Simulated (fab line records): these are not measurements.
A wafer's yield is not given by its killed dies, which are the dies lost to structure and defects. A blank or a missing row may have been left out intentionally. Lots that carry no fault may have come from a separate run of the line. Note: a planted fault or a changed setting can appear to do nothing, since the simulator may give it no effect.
A lot that was struck, set against a sound lot :: flow sky130 :: 25 out of 708 route steps
Sound: these wafers, L588.1, L588.3, L588.6. Wafers struck: L586.1, L586.3, L586.4. The cause is named last.
At each step with rows: each side's tool, then ch and its chambers, then its first start. Under that, the readings that differ: sound wafers :: struck wafers :: difference of the means :: sigmas: that difference in standard deviations of wafers without a fault.
alike: words and numbers the same on both sides, and readings whose means are apart by under 2 such deviations; not compared: readings that were withheld, readings missing a value for some wafer, numbers with overlapping values and no deviation given by the record, and bounds like >300 which may hide the same value.
The two part at a step that has a row with sigmas, a row that says differs or no value, or rows on one side only. Numbers that don't overlap but have no deviation are shown without sigmas and don't part them. A reading missing from all wafers of one side parts the sides only when that side holds two or more wafers.

SKY_POLY_CUT_ETCH_11: etches Si3N4 in CF4/CH2F2/Ar, stops on poly-Si, time 42.5 s, target depth 60 nm.
  sound on rie diel-03 ch 0,2,3, day 29 10:10; struck on rie diel-04 ch 0,1,2, day 28 03:10
  alike: bias w, drypump motor current A, oes product au, rf fwd power W, throttle valve pct
  not compared: rf hours counter h
SKY_POLY_CUT_STRIP_12: strips in O2/N2.
  sound on plasma asher-04 ch 1, day 29 10:12; struck on plasma asher-03 ch 0,1, day 28 03:13
reading: drypump motor current A (A)
sound: 5.54 5.56 5.54
struck: 6.19 6.17 6.29
difference: +0.67
sigmas: +3

reading: n2 flow sccm (sccm)
sound: 301.6 301.7 301.7
struck: 300.3 299.0 299.0
difference: -2.2
sigmas: -3
  alike: chamber pressure mTorr, o2 flow sccm, oes product au, strip time to endpoint s
  not compared: rf hours counter h
then, 7 steps without rows for these wafers: SKY_SD_P_DEHYDRATE_00 (time 60 s); SKY_SD_P_HMDS_01 (prime time 60 s); SKY_SD_P_COAT_02 (resist thk 1140 nm); SKY_SD_P_SOFTBAKE_03 (time 60 s); SKY_SD_P_EXPOSE_04 (exposes mask PSDM, target cd 380 nm); SKY_SD_P_PEB_05; SKY_SD_P_DEVELOP_06 (develop time 60 s).
SKY_SD_P_CD_MEAS_07: target cd 380 nm.
  sound on cd sem-01, day 30 13:46; struck on cd sem-01, day 29 06:26
reading: cd nm (nm)
sound: 388.2 387.5 390.9
struck: 378.4 381.5 379.3
difference: -9.1
sigmas: -3
SKY_SD_P_OVL_MEAS_08:
  sound on overlay-01, day 30 13:53; struck on overlay-02, day 29 06:33
  alike: SD_P_OVL
then, 1 step without rows for these wafers: SKY_SD_P_IMPLANT_09.
SKY_SD_P_STRIP_10: strips in O2/N2.
  sound on plasma asher-01 ch 0,1, day 30 14:05; struck on plasma asher-01 ch 0,1, day 29 06:44
  no value came back on the struck wafers for any of 7 readings (chamber pressure mTorr (mTorr), drypump motor current A (A) and others); on the sound wafers chamber pressure mTorr (mTorr) reads 1499.1 1501.3 1500.7
reading: model.NOVOLAK_of_SD_P_COAT_02.thk nm (nm)
sound: 0 0 0
struck: 1138 1139 1137
difference: +1138
sigmas: 
  not compared: rf hours counter h
SKY_SD_P_TW_MEAS_11:
  sound on film metro-01, day 30 14:11; struck on film metro-01, day 29 06:50
  alike: SD_P_TW
then, 8 steps without rows for these wafers: SKY_RES_XHIGH_DEHYDRATE_00 (time 60 s); SKY_RES_XHIGH_HMDS_01 (prime time 60 s); SKY_RES_XHIGH_COAT_02 (resist thk 1140 nm); SKY_RES_XHIGH_SOFTBAKE_03 (time 60 s); SKY_RES_XHIGH_EXPOSE_04 (exposes mask URPM, target cd 1270 nm); SKY_RES_XHIGH_PEB_05; SKY_RES_XHIGH_DEVELOP_06 (develop time 60 s); SKY_RES_XHIGH_IMPLANT_07.
SKY_RES_XHIGH_STRIP_08: strips in O2/N2.
  sound on plasma asher-02 ch 1, day 31 18:22; struck on plasma asher-02 ch 0,1, day 30 10:30
reading: oes product au (a.u.)
sound: 0.707 0.710 0.710
struck: 0.721 0.721 0.716
difference: +0.010
sigmas: +2

reading: strip time to endpoint s (s)
sound: 14.26 14.31 14.31
struck: 31.30 31.30 31.27
difference: +17.00
sigmas: +99 or more
  alike: chamber pressure mTorr, drypump motor current A, n2 flow sccm, o2 flow sccm
  not compared: rf hours counter h
SKY_RES_XHIGH_TW_MEAS_09:
  sound on film metro-03, day 31 18:28; struck on film metro-01, day 30 10:36
reading: RES_XHIGH_TW
sound: 1634 1636 1630
struck: 31 31 31
difference: -1602
sigmas: -84
then, 1 step without rows for these wafers: SKY_SD_N_DEHYDRATE_00 (time 60 s).

== WHERE THEY PART ==
Last at SKY_RES_XHIGH_TW_MEAS_09 as far as this record goes, first at SKY_POLY_CUT_STRIP_12.

WHY: what had been put in by the simulator
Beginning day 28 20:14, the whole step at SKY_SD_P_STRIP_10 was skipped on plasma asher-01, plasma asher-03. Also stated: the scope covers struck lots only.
